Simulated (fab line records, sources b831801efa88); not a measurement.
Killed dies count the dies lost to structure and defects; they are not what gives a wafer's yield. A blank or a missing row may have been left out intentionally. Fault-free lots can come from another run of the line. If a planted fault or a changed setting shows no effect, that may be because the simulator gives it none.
Matching of chambers || flow sky130 || SKY_CAPM_CVD_00 on pecvd-03 has 3 sister chambers
The step deposits SiO2, target thk 15.5 nm. 6 wafers are shown with their chamber, then 8 later ones without.

== WAFERS PAIRED WITH THEIR CHAMBERS ==
{"wafer": "L214.1", "chamber": 0, "heater power w (W)": 635}
{"wafer": "L215.5", "chamber": 0, "heater power w (W)": 670}
{"wafer": "L223.1", "chamber": 2, "heater power w (W)": 696}
{"wafer": "L223.2", "chamber": 1, "heater power w (W)": 774}
{"wafer": "L223.5", "chamber": 1, "heater power w (W)": 769}
{"wafer": "L226.2", "chamber": 2, "heater power w (W)": 700}

== WAFERS MISSING THEIR CHAMBER ==
{"wafer": "L226.3", "heater power w (W)": 752}
{"wafer": "L226.6", "heater power w (W)": 637}
{"wafer": "L230.1", "heater power w (W)": 669}
{"wafer": "L230.3", "heater power w (W)": 714}
{"wafer": "L230.6", "heater power w (W)": 709}
{"wafer": "L234.4", "heater power w (W)": 638}
{"wafer": "L234.5", "heater power w (W)": 640}
{"wafer": "L234.6", "heater power w (W)": 672}

== CHAMBER TAKEN BY EACH ==
{"wafer": "L226.3", "from the rows above": 1, "in truth": 1}
{"wafer": "L226.6", "from the rows above": 0, "in truth": 0}
{"wafer": "L230.1", "from the rows above": "can't be placed: 0 or 2", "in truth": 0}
{"wafer": "L230.3", "from the rows above": 2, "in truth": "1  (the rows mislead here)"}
{"wafer": "L230.6", "from the rows above": 2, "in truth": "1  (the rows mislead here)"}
{"wafer": "L234.4", "from the rows above": 0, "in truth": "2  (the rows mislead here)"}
{"wafer": "L234.5", "from the rows above": 0, "in truth": 0}
{"wafer": "L234.6", "from the rows above": "can't be placed: 0 or 2", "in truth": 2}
Correctly placed: 3 of 8. Can't be placed from these rows: 2 (the true chamber is among the candidates in 2). Placed wrongly: 3.
How it was worked out, from the rows above alone: a wafer's distance from a chamber is the root of the sum, over the readings, of the square of ((its reading less the chamber's mean) divided by the reading's scatter). The wafer belongs to the nearest chamber; if the next one is less than 2 further off, it can't be placed. For every chamber, the mean is computed from those of its wafers that are shown. The scatter: the root of (the sum of the squares of (reading less its chamber's mean) over the shown wafers, divided by (wafers less chambers)).
